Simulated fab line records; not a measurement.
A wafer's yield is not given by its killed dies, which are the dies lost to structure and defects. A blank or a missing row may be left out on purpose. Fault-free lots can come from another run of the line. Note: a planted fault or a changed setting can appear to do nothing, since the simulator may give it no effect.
A single fault, viewed from 2 desks + flow sky130 + each desk has only its own numbers; what lay behind them comes last

## TOOL OWNER'S DESK, pvd-sputter-03
The tool's own readings at SKY_METAL3_SPUTTER_02 (material AlCu, target thk 735 nm, time 39.1 s): means of the sampled wafers that have a number, for each lot that ran on this tool. Marked OUT: a lot whose mean sits more than 4 standard deviations from the usual mean, which makes it out of limits; the brackets give that distance.
Columns: A = cathode-dc-power-W at SKY_METAL3_SPUTTER_02, usual 10600 W; B = chamber-pressure-pa at SKY_METAL3_SPUTTER_02, usual 0.4000 Pa; C = throttle-valve-pct at SKY_METAL3_SPUTTER_02, usual 30.4 %
| lot  | first seen here | A                      | B      | C    |
|------|-----------------|------------------------|--------|------|
| L139 | day 36 12:53    | 10598                  | 0.4005 | 29.6 |
| L140 | day 37 08:07    | 10600                  | 0.4004 | 29.7 |
| L150 | day 40 04:26    | 9570 (-99 or more) OUT | 0.3995 | 29.7 |
| L151 | day 40 09:55    | 9570 (-99 or more) OUT | 0.3998 | 29.6 |
This desk finds L150, L151 out of limits, L150 being first, at day 40 04:26 (cathode-dc-power-W at SKY_METAL3_SPUTTER_02). In limits: L139, L140.

## THE METROLOGY DESK
What the gauges read for every lot (on any tool): the sampled wafers with a number, averaged. Marked OUT: a lot whose mean sits more than 4 standard deviations from the usual mean, which makes it out of limits; the brackets give that distance.
Columns: A = CAPM_TIN_RS at SKY_CAPM_RS_MEAS_03, usual 6.90 ohm/sq
| lot  | first seen here | A    |
|------|-----------------|------|
| L139 | day 36 13:13    | 6.93 |
| L140 | day 37 08:25    | 6.83 |
| L145 | day 38 19:10    | 6.94 |
| L150 | day 40 04:43    | 6.83 |
| L151 | day 40 10:14    | 6.72 |
| L153 | day 41 02:36    | 6.91 |
| L154 | day 41 08:31    | 6.88 |
| L157 | day 42 00:20    | 6.93 |
| L160 | day 43 09:47    | 6.92 |
| L161 | day 43 10:55    | 6.93 |
This desk's finding: nothing out of limits on any of the 10 lots.

## BROUGHT TOGETHER
The tool owner's desk had the chance to raise an alarm at day 40 04:26 on L150, L151.
Metrology desk: nothing out of limits seen.
The metrology desk has L150, L151 on record, within its limits.
Every lot named ran SKY_METAL3_SPUTTER_02 on pvd-sputter-03.

## WHAT THE SIMULATOR PUT IN
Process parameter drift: pvd-sputter-03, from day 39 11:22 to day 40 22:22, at SKY_METAL3_SPUTTER_02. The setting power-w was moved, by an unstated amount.
Struck lots among those shown: L150, L151.
Time in hours from fault onset to the first out-of-limits reading at each desk: the tool owner's desk, 17.
